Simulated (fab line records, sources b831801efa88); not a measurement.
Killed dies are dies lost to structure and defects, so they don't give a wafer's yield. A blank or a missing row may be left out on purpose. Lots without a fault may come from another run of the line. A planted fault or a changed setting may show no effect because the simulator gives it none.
fab line records | flow sky130
record lots=13 wafers=38 last_day=50
route steps=708 shown GATE_OXIDE@203 VIA4@656 PAD_OPEN@708
lots that met no fault: from a run of the same line without faults
start_h: hours from the record's first day to the start of the lot's first wafer shown | wait_h: hours since the lot's step before | " the same as in the row above | L1.1+2: a row that stands for several wafers | - no value, or no start given | * or withheld: withheld | < > ~ a bound
route shown NAME@n: a module of which the file shows steps, and the number in the route of the first | usual: mean/standard deviation of fault-free wafers | same: alike in all rows | chamber/n: place in a boat | sites: the reading at each site | _std_site: their standard deviation | _edge_site: outer sites' mean less inner sites' | radius_mm: how far each site lies from the wafer's centre | mask NAME#n: copy n | behind: the tool/chamber that last shaped the wafer | hold: why the lot was held/for how many hours/how that ended | device: the transistor (n, p or np) that didn't switch | end of line: the same wafers' tests at the end of the route | a step without rows: its recipe alone | killed: dies lost to structure and defects at the first sort, not the wafer's yield | map: a wafer's dies, x killed, . not, _ none there
set.NAME: the setting as run; set.NAME@STEP: as run at that earlier step | model.NAME: the simulator's own value behind a step, which no gauge read
steps of the route over a sample of lots; a table a step, a row a wafer
services: from which hour (start_h, from the record's first day; less than 0 if before it) a tool's chamber was out of use, for how many hours, and why
## steps
# step SKY_GATE_OXIDE_OXIDATION_16
# recipe temp_c=800 ambient=O2 idle_temp_c=700 ramp_up_c_per_min=10 ramp_down_c_per_min=3 stabilise_s=600 purge_s=300 target_thk_a=35.7 ox_time_s=1915
# usual ramp_up_c_per_min=10.0000/0.0017 zone_power_bottom_pct=21.3/1.1 zone_power_top_pct=29.8/1.1
# columns lot.wafer tool chamber start_h wait_h ramp_up_c_per_min zone_power_bottom_pct zone_power_top_pct
L210.3 furnace-02 0 307.23 0.0 10.001 22.7 31.2
L210.4 " 0 " " 9.9996 22.5 31.3
L210.6 " 0 " " 10.0000 22.9 31.8
L212.4 furnace-01 0 328.08 0.9 9.9986 20.8 29.6
L212.5 " 0 " " 9.9968 20.5 28.9
L212.6 " 0 " " 9.9981 20.6 29.0
L213.1 furnace-01 0 336.45 1.6 10.004 20.7 28.9
L213.2 " 0 " " 10.003 20.7 29.4
L213.4 " 0 " " 9.9985 20.7 28.9
L214.1 furnace-02 0 349.90 4.1 10.000 23.1 31.6
L214.3 " 0 " " 9.9958 22.9 31.7
L214.6 " 0 " " 9.9983 22.9 31.2
L215.1 furnace-02 0 356.76 5.9 10.001 23.2 31.2
L215.2 " 0 " " 9.9995 22.8 32.3
L215.5 " 0 " " 10.003 23.3 31.7
L217.1 furnace-02 0 363.79 1.1 9.9979 22.2 31.5
L217.3 " 0 " " 10.000 23.2 31.9
L225.1 furnace-01 0 432.47 1.1 10.001 21.0 29.3
L225.2 " 0 " " 9.9996 20.5 28.9
L225.4 " 0 " " 10.001 20.7 29.2
L226.3 furnace-01 0 442.42 5.6 9.9977 21.2 29.6
L226.5 " 0 " " 9.9994 20.3 29.1
L226.6 " 0 " " 9.9986 20.6 28.9
L227.1 furnace-01 0 453.42 0.0 9.9974 20.0 29.0
L227.4 " 0 " " 9.9991 20.5 29.4
L227.6 " 0 " " 10.001 20.6 29.1
L229.3 furnace-02 0 473.08 0.0 10.000 23.1 31.7
L229.5 " 0 " " 9.9988 23.0 31.2
L229.6 " 0 " " 9.9995 23.5 31.6
L230.1 furnace-01 0 478.29 0.0 9.9972 20.6 28.8
L230.2 " 0 " " 10.000 20.7 29.0
L230.5 " 0 " " 10.000 20.6 29.5
L231.1 furnace-01 0 490.11 0.0 9.9982 20.6 29.5
L231.3 " 0 " " 9.9995 20.5 29.2
L231.4 " 0 " " 10.001 20.5 29.3
L233.2 furnace-02 0 496.85 0.0 10.003 22.9 31.0
L233.3 " 0 " " 10.001 22.7 31.4
L233.5 " 0 " " 10.000 22.7 30.7
# step SKY_VIA4_SPUTTER_17
# recipe material=TiN target_thk_nm=20 chamber_pressure_pa=5 power_w=4000 time_s=80
# usual cathode_dc_power_W=3999.9/0.72 chamber_pressure_pa=5.000/0.011 throttle_valve_pct=30.3/0.96
# columns lot.wafer tool chamber start_h wait_h cathode_dc_power_W chamber_pressure_pa throttle_valve_pct
L210.3 pvd_sputter-02 - 1017.48 0.0 3999.4 5.001 29.3
L210.4 " - " " 4001.1 4.989 30.6
L210.6 " - " " 4000.5 4.980 28.7
L212.4 pvd_sputter-03 - 1027.06 0.0 4000.5 4.990 30.0
L212.5 " - " " 4000.4 4.998 30.8
L212.6 " - " " 4001.7 4.997 30.0
L213.1 pvd_sputter-03 - 1028.58 0.0 4000.0 4.989 30.8
L213.2 " - " " 3999.7 5.001 30.2
L213.4 " - " " 4000.5 5.001 30.3
L214.1 pvd_sputter-03 - 1045.61 0.0 4000.6 5.001 30.1
L214.3 " - " " 3998.5 4.996 30.7
L214.6 " - " " 4002.2 5.011 30.2
L215.1 pvd_sputter-01 - 1055.19 0.0 3999.2 4.993 30.6
L215.2 " - " " 3999.6 4.980 29.4
L215.5 " - " " 3998.9 4.998 31.3
L217.1 pvd_sputter-03 - 1060.87 0.0 4000.4 5.022 30.8
L217.3 " - " " 4000.1 5.003 30.3
L225.1 pvd_sputter-03 - 1105.30 0.0 3999.7 4.985 30.3
L225.2 " - " " 4001.0 5.003 30.8
L225.4 " - " " 3999.6 5.022 30.4
L226.3 pvd_sputter-02 - 1114.09 0.0 3999.6 5.001 31.9
L226.5 " - " " 3999.3 4.987 29.4
L226.6 " - " " 3999.9 5.011 31.8
L227.1 pvd_sputter-03 - 1128.18 0.0 4000.5 5.019 30.2
L227.4 " - " " 3999.4 4.993 29.9
L227.6 " - " " 3999.9 5.019 30.9
L229.3 pvd_sputter-03 - 1134.84 0.0 4001.5 4.999 30.2
L229.5 " - " " 3999.8 4.984 29.8
L229.6 " - " " 3999.8 5.009 30.2
L230.1 pvd_sputter-02 - 1135.79 0.0 3999.2 5.007 28.6
L230.2 " - " " 4000.8 4.992 31.8
L230.5 " - " " 4000.7 5.010 32.1
L231.1 pvd_sputter-02 - 1140.16 0.0 3999.5 4.999 29.4
L231.3 " - " " 4001.1 5.012 32.1
L231.4 " - " " 3999.7 5.004 28.4
L233.2 pvd_sputter-02 - 1146.53 0.0 3998.9 4.984 30.7
L233.3 " - " " 4000.4 4.998 28.5
L233.5 " - " " 3999.9 4.998 29.5
# step SKY_VIA4_CVD_18
# recipe material=W target_thk_nm=505 time_s=152.14 temp_c=400 pressure_torr=40
# usual heater_power_w=947/42
# columns lot.wafer tool chamber start_h wait_h heater_power_w
L210.3 cvd_w-01 1 1017.60 0.1 866
L210.4 " 0 " " 951
L210.6 " 0 " " 957
L212.4 cvd_w-02 1 1027.17 0.1 974
L212.5 " 0 " " 970
L212.6 " 1 " " 981
L213.1 cvd_w-01 1 1028.64 0.0 867
L213.2 " 0 " " 966
L213.4 " 1 " " 898
L214.1 cvd_w-01 0 1045.67 0.0 976
L214.3 " 1 " " 858
L214.6 " 0 " " 939
L215.1 cvd_w-01 0 1055.25 0.0 982
L215.2 " 1 " " 857
L215.5 " 0 " " 974
L217.1 cvd_w-01 1 1060.93 0.0 864
L217.3 " 1 " " 888
L225.1 cvd_w-02 1 1105.37 0.0 991
L225.2 " 0 " " 945
L225.4 " 0 " " 981
L226.3 cvd_w-02 0 1114.21 0.1 954
L226.5 " 0 " " 948
L226.6 " 1 " " 1012
L227.1 cvd_w-01 1 1128.25 0.0 886
L227.4 " 0 " " 988
L227.6 " 1 " " 904
L229.3 cvd_w-02 1 1134.95 0.1 986
L229.5 " 0 " " 977
L229.6 " 1 " " 979
L230.1 cvd_w-01 1 1135.85 0.0 877
L230.2 " 0 " " 984
L230.5 " 0 " " 988
L231.1 cvd_w-01 1 1140.22 0.0 869
L231.3 " 1 " " 883
L231.4 " 0 " " 970
L233.2 cvd_w-01 0 1146.59 0.0 962
L233.3 " 1 " " 893
L233.5 " 0 " " 963
# step SKY_VIA4_CMP_21
# recipe stop_on=SiO2 t_overpolish_s=25 down_force_psi=3.5 platen_rpm=60 target_thk_nm=0 pad_velocity_m_s=0.94248
# usual motor_current_A=11.1/1.5 overpolish_run_s=25.000/0.0084 time_to_endpoint_s=123/5.2
# columns lot.wafer tool chamber start_h wait_h motor_current_A overpolish_run_s time_to_endpoint_s
L210.4 cmp-02 3 1017.98 0.1 9.2 25.003 118
L210.3 " 0 " " 13.2 25.009 120
L210.6 " 2 " " 10.8 25.005 130
L212.4 cmp-02 3 1027.50 0.1 9.8 25.005 119
L212.5 " 2 " " 10.7 24.997 126
L212.6 " 3 " " 9.3 24.986 117
L213.1 cmp-02 3 1028.97 0.1 10.1 24.999 116
L213.4 " 1 " " 11.9 24.995 132
L213.2 " 2 " " 10.4 25.007 126
L214.1 cmp-02 0 1046.00 0.1 12.5 24.997 124
L214.3 " 1 " " 11.8 25.001 128
L214.6 " 1 " " 11.0 24.994 131
L215.1 cmp-02 0 1055.63 0.1 12.3 24.999 123
L215.2 " 2 " " 10.7 25.021 124
L215.5 " 3 " " 9.6 25.010 119
L217.3 cmp-02 3 1061.36 0.1 9.8 25.003 116
L217.1 " 0 " " 13.1 24.995 119
L225.4 cmp-01 3 1105.70 0.0 10.8 25.003 126
L225.2 " 1 " " 13.7 24.998 129
L225.1 " 2 " " 9.5 24.986 120
L226.3 cmp-01 2 1114.94 0.5 9.9 25.005 117
L226.5 " 2 " " 9.4 25.009 115
L226.6 " 3 " " 10.9 24.990 120
L227.1 cmp-01 1 1128.58 0.1 13.9 25.003 129
L227.4 " 3 " " 10.4 24.996 125
L227.6 " 2 " " 10.1 25.006 111
L229.3 cmp-01 1 1135.23 0.0 13.8 24.989 126
L229.6 " 1 " " 13.9 25.001 131
L229.5 " 2 " " 9.5 24.979 116
L230.1 cmp-01 0 1136.18 0.1 10.5 25.008 126
L230.2 " 1 " " 13.9 25.009 129
L230.5 " 0 " " 10.2 24.998 127
L231.4 cmp-02 1 1140.55 0.0 11.7 25.003 130
L231.1 " 2 " " 10.4 25.009 122
L231.3 " 0 " " 12.5 25.016 120
L233.2 cmp-02 2 1146.92 0.0 10.5 25.014 123
L233.3 " 1 " " 11.4 24.992 126
L233.5 " 3 " " 10.1 24.998 112
# step SKY_PAD_OPEN_PROBE_99
# usual killed_at_M0_to_M3=42/5.8 killed_at_M4_up=3.0/2 killed_at_contacts=24/5.5 killed_at_front_end=15/3.9 killed_at_other=0.3/0.54 killed_dies=85/8.8 killed_open=47/6.8 killed_short=38/5.9
# same gross_dies=492 killed_at_back_side=0
# columns lot.wafer tool chamber start_h wait_h hold killed_at_M0_to_M3 killed_at_M4_up killed_at_contacts killed_at_front_end killed_at_other killed_dies killed_open killed_short
L210.3 prober-01 - 1087.36 0.2 - 35 1 20 10 0 66 43 23
L210.4 prober-01 - 1087.41 0.2 - 47 8 20 18 0 93 46 47
L210.6 prober-01 - 1087.51 0.2 - 49 5 27 20 2 103 46 55
L212.4 prober-01 - 1095.79 0.2 - 42 1 20 12 0 75 45 29
L212.5 prober-01 - 1095.84 0.2 - 34 4 36 24 0 98 57 41
L212.6 prober-01 - 1095.89 0.2 - 44 2 29 19 0 94 58 35
L213.1 prober-02 - 1097.34 0.1 - 42 2 22 11 0 77 46 31
L213.2 prober-02 - 1097.39 0.1 - 42 5 21 13 0 81 46 35
L213.4 prober-02 - 1097.49 0.2 - 37 2 21 17 0 77 48 29
L214.1 prober-01 - 1113.59 0.1 - 48 5 14 14 0 81 40 41
L214.3 prober-01 - 1113.69 0.2 - 43 4 21 14 0 82 38 44
L214.6 prober-01 - 1113.84 0.2 - 40 1 23 14 0 78 46 32
L215.1 prober-02 - 1120.33 0.1 - 42 2 26 16 0 86 41 45
L215.2 prober-02 - 1120.38 0.1 - 36 2 24 15 0 77 46 31
L215.5 prober-02 - 1120.53 0.2 - 43 3 18 13 1 78 38 39
L217.1 prober-02 - 1125.42 0.1 await_dispo/2.0h/release 44 7 28 14 1 94 57 36
L217.3 prober-02 - 1125.52 0.2 await_dispo/2.0h/release 44 1 34 15 1 95 53 41
L225.1 prober-02 - 1164.97 0.1 - 40 7 24 11 0 82 49 33
L225.2 prober-02 - 1165.02 0.1 - 50 2 24 18 1 95 55 40
L225.4 prober-02 - 1165.12 0.2 - 39 2 30 13 1 85 53 32
L226.3 prober-01 - 1175.21 0.2 - 49 1 23 13 0 86 55 31
L226.5 prober-01 - 1175.31 0.2 - 44 7 18 15 0 84 41 41
L226.6 prober-01 - 1175.36 0.2 - 36 7 19 10 0 72 38 34
L227.1 prober-01 - 1185.07 0.1 - 43 5 30 8 0 86 46 40
L227.4 prober-01 - 1185.22 0.2 - 41 3 27 14 1 86 55 31
L227.6 prober-01 - 1185.32 0.2 - 37 2 15 19 2 75 28 44
L229.3 prober-02 - 1191.56 0.2 - 31 2 27 16 1 77 39 38
L229.5 prober-02 - 1191.66 0.2 - 52 1 22 14 0 89 54 34
L229.6 prober-02 - 1191.71 0.2 - 44 1 24 14 1 84 47 37
L230.1 prober-01 - 1192.96 0.1 - 52 0 28 10 0 90 49 41
L230.2 prober-01 - 1193.01 0.1 - 42 2 13 13 0 70 45 25
L230.5 prober-01 - 1193.16 0.2 - 41 1 23 14 0 79 46 33
L231.1 prober-02 - 1197.01 0.1 - 40 0 33 15 0 88 62 26
L231.3 prober-02 - 1197.11 0.2 - 34 4 36 10 2 86 50 35
L231.4 prober-02 - 1197.16 0.2 - 42 4 24 15 0 85 48 36
L233.2 prober-01 - 1201.48 0.1 - 46 3 20 20 1 90 48 41
L233.3 prober-01 - 1201.53 0.2 - 37 1 28 20 0 86 51 34
L233.5 prober-01 - 1201.63 0.2 - 46 1 20 19 0 86 44 41
# killed by level:class
L210.3 VIA1:geometric_particle:open=15 VIA2:geometric_particle:open=5 VIA3:geometric_particle:open=5 LI_CONTACT:geometric_particle:open=4 CONTACT:geometric_particle:short=4 CONTACT:geometric_particle:open=4 SPACER:geometric_particle:open=3 LI_CONTACT:geometric_particle:short=3
L210.4 VIA1:geometric_particle:open=13 VIA3:geometric_particle:open=8 METAL4:geometric_particle:short=7 CONTACT:geometric_particle:short=6 METAL1:geometric_particle:short=6 CONTACT:geometric_particle:open=5 POLY_GATE:geometric_particle:open=4 POLY_GATE:geometric_particle:short=4
L210.6 VIA1:geometric_particle:open=14 FIELD_ISO:geometric_particle:short=8 VIA3:geometric_particle:open=7 LI_CONTACT:geometric_particle:open=7 LOCAL_INTERCONNECT:geometric_particle:short=7 VIA1:geometric_particle:short=7 FIELD_ISO:geometric_particle:open=6 METAL2:geometric_particle:short=6
L212.4 CONTACT:geometric_particle:open=11 VIA3:geometric_particle:open=10 VIA1:geometric_particle:open=9 VIA1:geometric_particle:short=5 CONTACT:geometric_particle:short=4 VIA2:geometric_particle:short=4 POLY_GATE:geometric_particle:open=3 POLY_GATE:geometric_particle:short=3
L212.5 CONTACT:geometric_particle:open=13 VIA1:geometric_particle:open=10 LI_CONTACT:geometric_particle:open=9 FIELD_ISO:geometric_particle:open=7 LI_CONTACT:geometric_particle:short=7 METAL2:geometric_particle:short=6 POLY_GATE:geometric_particle:open=4 METAL1:geometric_particle:short=4
L212.6 CONTACT:geometric_particle:open=12 VIA2:geometric_particle:open=12 VIA1:geometric_particle:open=7 POLY_GATE:geometric_particle:open=7 LI_CONTACT:geometric_particle:open=7 POLY_GATE:geometric_particle:short=6 VIA1:geometric_particle:short=6 CONTACT:geometric_particle:short=5
L213.1 VIA1:geometric_particle:open=10 CONTACT:geometric_particle:open=9 VIA3:geometric_particle:open=8 CONTACT:geometric_particle:short=6 VIA2:geometric_particle:open=6 LI_CONTACT:geometric_particle:open=4 METAL1:geometric_particle:short=4 METAL2:geometric_particle:short=4
L213.2 VIA1:geometric_particle:open=11 CONTACT:geometric_particle:open=9 VIA3:geometric_particle:open=7 METAL1:geometric_particle:short=5 VIA1:geometric_particle:short=5 LOCAL_INTERCONNECT:geometric_particle:short=4 LI_CONTACT:geometric_particle:open=4 METAL1:geometric_particle:open=4
L213.4 VIA1:geometric_particle:open=10 CONTACT:geometric_particle:open=9 FIELD_ISO:geometric_particle:short=6 VIA3:geometric_particle:open=6 VIA2:geometric_particle:open=6 LOCAL_INTERCONNECT:geometric_particle:short=4 VIA1:geometric_particle:short=4 FIELD_ISO:geometric_particle:open=3
L214.1 VIA1:geometric_particle:open=12 METAL2:geometric_particle:short=10 POLY_GATE:geometric_particle:short=6 CONTACT:geometric_particle:open=6 METAL1:geometric_particle:short=5 VIA2:geometric_particle:open=4 VIA1:geometric_particle:short=4 VIA3:geometric_particle:open=4
L214.3 VIA1:geometric_particle:short=11 CONTACT:geometric_particle:open=10 LI_CONTACT:geometric_particle:open=6 VIA2:geometric_particle:open=6 FIELD_ISO:geometric_particle:short=5 METAL2:geometric_particle:short=5 POLY_GATE:geometric_particle:short=4 METAL1:geometric_particle:short=4
L214.6 CONTACT:geometric_particle:open=12 VIA2:geometric_particle:open=8 VIA1:geometric_particle:short=6 VIA3:geometric_particle:open=6 METAL1:geometric_particle:short=5 SPACER:geometric_particle:open=4 POLY_GATE:geometric_particle:open=4 LOCAL_INTERCONNECT:geometric_particle:short=4
L215.1 CONTACT:geometric_particle:open=13 VIA2:geometric_particle:open=7 METAL2:geometric_particle:short=6 VIA3:geometric_particle:open=6 FIELD_ISO:geometric_particle:short=5 POLY_GATE:geometric_particle:short=5 CONTACT:geometric_particle:short=5 VIA2:geometric_particle:short=5
L215.2 CONTACT:geometric_particle:open=9 VIA2:geometric_particle:open=7 METAL2:geometric_particle:short=6 LI_CONTACT:geometric_particle:open=6 VIA1:geometric_particle:open=6 METAL3:geometric_particle:short=5 VIA3:geometric_particle:open=5 LI_CONTACT:geometric_particle:short=4
L215.5 CONTACT:geometric_particle:open=10 VIA1:geometric_particle:open=9 METAL2:geometric_particle:short=7 VIA2:geometric_particle:short=6 VIA3:geometric_particle:open=5 FIELD_ISO:geometric_particle:short=4 METAL1:geometric_particle:short=4 VIA1:geometric_particle:short=4
L217.1 LI_CONTACT:geometric_particle:open=14 VIA1:geometric_particle:open=10 CONTACT:geometric_particle:open=7 VIA2:geometric_particle:open=7 METAL2:geometric_particle:short=5 VIA2:geometric_particle:short=5 VIA3:geometric_particle:open=5 METAL4:geometric_particle:short=4
L217.3 LI_CONTACT:geometric_particle:open=12 VIA1:geometric_particle:open=11 CONTACT:geometric_particle:open=10 VIA2:geometric_particle:open=7 VIA1:geometric_particle:short=6 METAL1:geometric_particle:short=5 LI_CONTACT:geometric_particle:short=5 CONTACT:geometric_particle:short=4
L225.1 VIA1:geometric_particle:open=12 LI_CONTACT:geometric_particle:open=8 METAL4:geometric_particle:short=6 CONTACT:geometric_particle:open=6 METAL1:geometric_particle:short=6 METAL2:geometric_particle:short=6 LOCAL_INTERCONNECT:geometric_particle:short=4 VIA2:geometric_particle:open=4
L225.2 VIA1:geometric_particle:open=13 VIA2:geometric_particle:open=10 CONTACT:geometric_particle:open=8 FIELD_ISO:geometric_particle:open=6 VIA3:geometric_particle:open=6 LI_CONTACT:geometric_particle:open=6 LOCAL_INTERCONNECT:geometric_particle:short=6 METAL2:geometric_particle:short=6
L225.4 LI_CONTACT:geometric_particle:open=12 VIA1:geometric_particle:open=10 CONTACT:geometric_particle:open=10 FIELD_ISO:geometric_particle:short=6 LOCAL_INTERCONNECT:geometric_particle:short=6 VIA2:geometric_particle:open=6 VIA3:geometric_particle:open=6 VIA2:geometric_particle:short=4
L226.3 VIA2:geometric_particle:open=13 POLY_GATE:geometric_particle:open=9 CONTACT:geometric_particle:open=9 VIA1:geometric_particle:open=6 VIA1:geometric_particle:short=5 VIA2:geometric_particle:short=5 VIA3:geometric_particle:open=5 LI_CONTACT:geometric_particle:open=3
L226.5 VIA1:geometric_particle:open=11 METAL2:geometric_particle:short=8 VIA2:geometric_particle:open=6 POLY_GATE:geometric_particle:short=5 VIA1:geometric_particle:short=5 LI_CONTACT:geometric_particle:short=4 CONTACT:geometric_particle:short=4 LI_CONTACT:geometric_particle:open=3
L226.6 VIA2:geometric_particle:open=9 LI_CONTACT:geometric_particle:open=6 CONTACT:geometric_particle:open=5 FIELD_ISO:geometric_particle:short=4 VIA1:geometric_particle:open=4 METAL2:geometric_particle:short=4 VIA3:geometric_particle:open=4 METAL4:geometric_particle:short=3
L227.1 VIA3:geometric_particle:open=10 LOCAL_INTERCONNECT:geometric_particle:short=9 VIA1:geometric_particle:open=9 VIA2:geometric_particle:open=7 LI_CONTACT:geometric_particle:open=6 CONTACT:geometric_particle:open=5 METAL1:geometric_particle:short=5 LI_CONTACT:geometric_particle:short=4
L227.4 CONTACT:geometric_particle:open=14 VIA1:geometric_particle:open=13 VIA2:geometric_particle:open=8 LI_CONTACT:geometric_particle:open=6 FIELD_ISO:geometric_particle:short=5 VIA1:geometric_particle:short=5 METAL2:geometric_particle:short=5 LOCAL_INTERCONNECT:geometric_particle:short=4
L227.6 CONTACT:geometric_particle:short=7 METAL1:geometric_particle:short=6 VIA1:geometric_particle:open=6 FIELD_ISO:geometric_particle:short=5 VIA3:geometric_particle:short=5 METAL3:geometric_particle:short=5 POLY_GATE:geometric_particle:open=3 VIA2:geometric_particle:open=3
L229.3 CONTACT:geometric_particle:open=10 LOCAL_INTERCONNECT:geometric_particle:short=6 CONTACT:geometric_particle:short=6 VIA1:geometric_particle:open=6 VIA3:geometric_particle:open=6 FIELD_ISO:geometric_particle:open=5 METAL1:geometric_particle:short=5 VIA1:geometric_particle:short=4
L229.5 VIA1:geometric_particle:open=15 CONTACT:geometric_particle:open=8 VIA3:geometric_particle:open=8 FIELD_ISO:geometric_particle:open=6 LI_CONTACT:geometric_particle:open=5 LOCAL_INTERCONNECT:geometric_particle:short=5 VIA1:geometric_particle:short=5 VIA3:geometric_particle:short=4
L229.6 VIA1:geometric_particle:open=10 CONTACT:geometric_particle:open=9 VIA3:geometric_particle:open=8 LI_CONTACT:geometric_particle:open=6 METAL1:geometric_particle:short=6 FIELD_ISO:geometric_particle:open=5 VIA1:geometric_particle:short=5 VIA3:geometric_particle:short=5
L230.1 VIA2:geometric_particle:open=11 VIA1:geometric_particle:open=10 LI_CONTACT:geometric_particle:open=8 VIA1:geometric_particle:short=8 CONTACT:geometric_particle:open=7 CONTACT:geometric_particle:short=6 VIA3:geometric_particle:open=6 METAL1:geometric_particle:short=5
L230.2 VIA1:geometric_particle:open=12 VIA2:geometric_particle:open=10 VIA3:geometric_particle:open=7 LI_CONTACT:geometric_particle:open=6 VIA3:geometric_particle:short=6 CONTACT:geometric_particle:open=4 POLY_GATE:geometric_particle:short=3 SPACER:geometric_particle:short=3
L230.5 LI_CONTACT:geometric_particle:open=9 CONTACT:geometric_particle:open=9 METAL1:geometric_particle:short=7 VIA1:geometric_particle:open=7 FIELD_ISO:geometric_particle:open=5 METAL2:geometric_particle:short=5 VIA3:geometric_particle:open=5 VIA2:geometric_particle:open=4
L231.1 CONTACT:geometric_particle:open=13 LI_CONTACT:geometric_particle:open=11 VIA3:geometric_particle:open=10 VIA2:geometric_particle:open=7 LOCAL_INTERCONNECT:geometric_particle:short=6 FIELD_ISO:geometric_particle:short=4 VIA1:geometric_particle:short=4 METAL3:geometric_particle:short=4
L231.3 LI_CONTACT:geometric_particle:open=13 CONTACT:geometric_particle:open=11 VIA1:geometric_particle:open=7 VIA3:geometric_particle:open=7 POLY_GATE:geometric_particle:short=5 LOCAL_INTERCONNECT:geometric_particle:short=5 CONTACT:geometric_particle:short=5 VIA2:geometric_particle:open=5
L231.4 VIA1:geometric_particle:open=11 LI_CONTACT:geometric_particle:open=8 METAL1:geometric_particle:short=8 CONTACT:geometric_particle:open=6 VIA1:geometric_particle:short=6 VIA2:geometric_particle:open=6 FIELD_ISO:geometric_particle:open=5 VIA3:geometric_particle:open=5
L233.2 CONTACT:geometric_particle:open=10 VIA1:geometric_particle:open=9 METAL2:geometric_particle:short=9 POLY_GATE:geometric_particle:short=7 LI_CONTACT:geometric_particle:open=7 VIA3:geometric_particle:open=6 FIELD_ISO:geometric_particle:open=5 VIA1:geometric_particle:short=5
L233.3 LI_CONTACT:geometric_particle:open=9 VIA1:geometric_particle:open=9 CONTACT:geometric_particle:open=8 CONTACT:geometric_particle:short=7 FIELD_ISO:geometric_particle:open=6 POLY_GATE:geometric_particle:open=6 METAL1:geometric_particle:short=4 VIA1:geometric_particle:short=4
L233.5 VIA1:geometric_particle:open=13 METAL2:geometric_particle:short=6 FIELD_ISO:geometric_particle:short=6 LI_CONTACT:geometric_particle:open=6 VIA2:geometric_particle:open=6 VIA2:geometric_particle:short=6 CONTACT:geometric_particle:open=5 METAL1:geometric_particle:short=5
## services
# columns tool chamber start_h hours kind
cmp-02 - 330.26 0.4 repair
cmp-02 - 336.04 1.0 repair
cmp-02 - 340.06 1.7 repair
cmp-02 - 354.60 3.0 repair
cvd_w-01 0 380.76 13.8 repair
cvd_w-01 - 390.00 14.0 pm
cmp-02 - 404.00 4.0 pm
cmp-02 - 423.07 1.1 repair
cvd_w-01 1 562.02 12.7 repair
cmp-02 - 587.84 6.3 repair
cmp-02 - 595.04 1.9 repair
cmp-02 - 598.14 3.2 pm
cmp-02 - 601.60 1.6 repair
cmp-02 - 626.36 2.6 repair
cvd_w-01 0 661.38 2.8 repair
cvd_w-01 1 687.27 2.5 repair
cmp-02 - 744.00 4.0 pm
cvd_w-01 0 774.22 6.4 repair
cmp-02 - 850.10 7.9 pm
cvd_w-01 1 892.70 5.2 repair
cvd_w-01 - 933.70 14.6 pm
cmp-02 - 954.50 1.0 repair
cvd_w-01 - 954.96 0.6 repair
cvd_w-01 - 986.74 2.8 pm
## key
first_sign step=SKY_PAD_OPEN_PROBE_99 reading=hold direction=added
effect none on later readings
met_at SKY_GATE_OXIDE_OXIDATION_16
struck_lots L217
tester_left_out L217
not_acting_at SKY_VIA4_SPUTTER_17,SKY_VIA4_CVD_18,SKY_VIA4_CMP_21
onset_between 356.76 363.79
fault kind=process_parameter_drift tool=furnace-02 chamber=- onset_h=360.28 steps=SKY_GATE_OXIDE_OXIDATION_16 channel=ox_time_s offset=* shape=step end_h=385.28 acts_in=* stated=*
# tester_left_out: of these lots the tester's yield and bins aren't shown, on N5 and GAA mostly nor the transistor test; their killed dies are dies lost to structure and defects alone, not to doping, threshold or leakage, so they don't give the yield
